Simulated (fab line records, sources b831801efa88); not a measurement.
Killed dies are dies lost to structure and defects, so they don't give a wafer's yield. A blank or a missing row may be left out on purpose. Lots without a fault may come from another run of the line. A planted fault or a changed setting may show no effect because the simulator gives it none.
Chamber matching | flow gf180mcu | GF_V4_CMP_26 on cmp-02: 4 sister chambers
The step polishes, stops on SiO2, t overpolish 15 s, target thk 0 nm. 15 wafers are shown with their chamber, then 7 later ones without.

WAFERS WITH THEIR CHAMBER
wafer  | chamber | overpolish_run_s (s) | motor_current_A (A) | time_to_endpoint_s (s)
L271.3 | 1       | 14.997               | 9.6                 | 87
L271.4 | 0       | 14.999               | 9.8                 | 83
L271.6 | 0       | 15.004               | 9.0                 | 85
L273.2 | 1       | 14.998               | 9.8                 | 81
L273.4 | 0       | 15.007               | 9.8                 | 85
L273.5 | 1       | 14.996               | 10.0                | 80
L274.2 | 2       | 14.992               | 10.0                | 79
L274.4 | 0       | 15.011               | 9.2                 | 80
L280.4 | 1       | 15.003               | 9.8                 | 79
L282.4 | 3       | 15.015               | 9.8                 | 85
L287.2 | 3       | 14.984               | 9.6                 | 90
L287.5 | 3       | 14.992               | 9.5                 | 92
L287.6 | 2       | 14.981               | 9.9                 | 87
L288.3 | 3       | 15.005               | 9.0                 | 88
L288.5 | 1       | 15.000               | 10.0                | 83

SIGNATURES (means of the wafers above)
reading            | chamber 0 | chamber 1 | chamber 2 | chamber 3 | scatter within a chamber
overpolish_run_s   | 15.00525  | 14.99880  | 14.98650  | 14.99900  | 0.00817
motor_current_A    | 9.450     | 9.840     | 9.950     | 9.475     | 0.298
time_to_endpoint_s | 83.25     | 82.00     | 83.00     | 88.75     | 3.24
Rule: a wafer's distance from a chamber is the root of the sum, over the readings, of the square of ((its reading less the chamber's mean) divided by the reading's scatter). The wafer belongs to the nearest chamber; if the next one is less than 2 further off, it can't be placed. The scatter: the root of (the sum of the squares of (reading less its chamber's mean) over the shown wafers, divided by (wafers less chambers)).

WAFERS WITHOUT THEIR CHAMBER
wafer  | overpolish_run_s (s) | motor_current_A (A) | time_to_endpoint_s (s)
L288.6 | 15.015               | 10.8                | 82
L290.1 | 15.001               | 9.2                 | 85
L290.3 | 15.007               | 9.8                 | 86
L290.6 | 15.002               | 9.8                 | 82
L293.3 | 15.008               | 10.6                | 84
L293.4 | 15.003               | 9.4                 | 81
L293.5 | 14.995               | 9.6                 | 86

WHICH CHAMBER EACH WENT THROUGH
wafer  | from the rows above               | in truth
L288.6 | can't be placed: 1 or 2 or 0 or 3 | 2
L290.1 | can't be placed: 0 or 3 or 1      | 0
L290.3 | can't be placed: 0 or 1 or 3 or 2 | 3
L290.6 | can't be placed: 1 or 0 or 2 or 3 | 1
L293.3 | can't be placed: 1 or 2 or 0 or 3 | 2
L293.4 | can't be placed: 0 or 1 or 3      | 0
L293.5 | can't be placed: 3 or 1 or 0 or 2 | 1
Placed correctly: 0 of 7. Can't be placed from these rows: 7 (the true chamber is among the candidates in 7). Placed wrongly: 0.
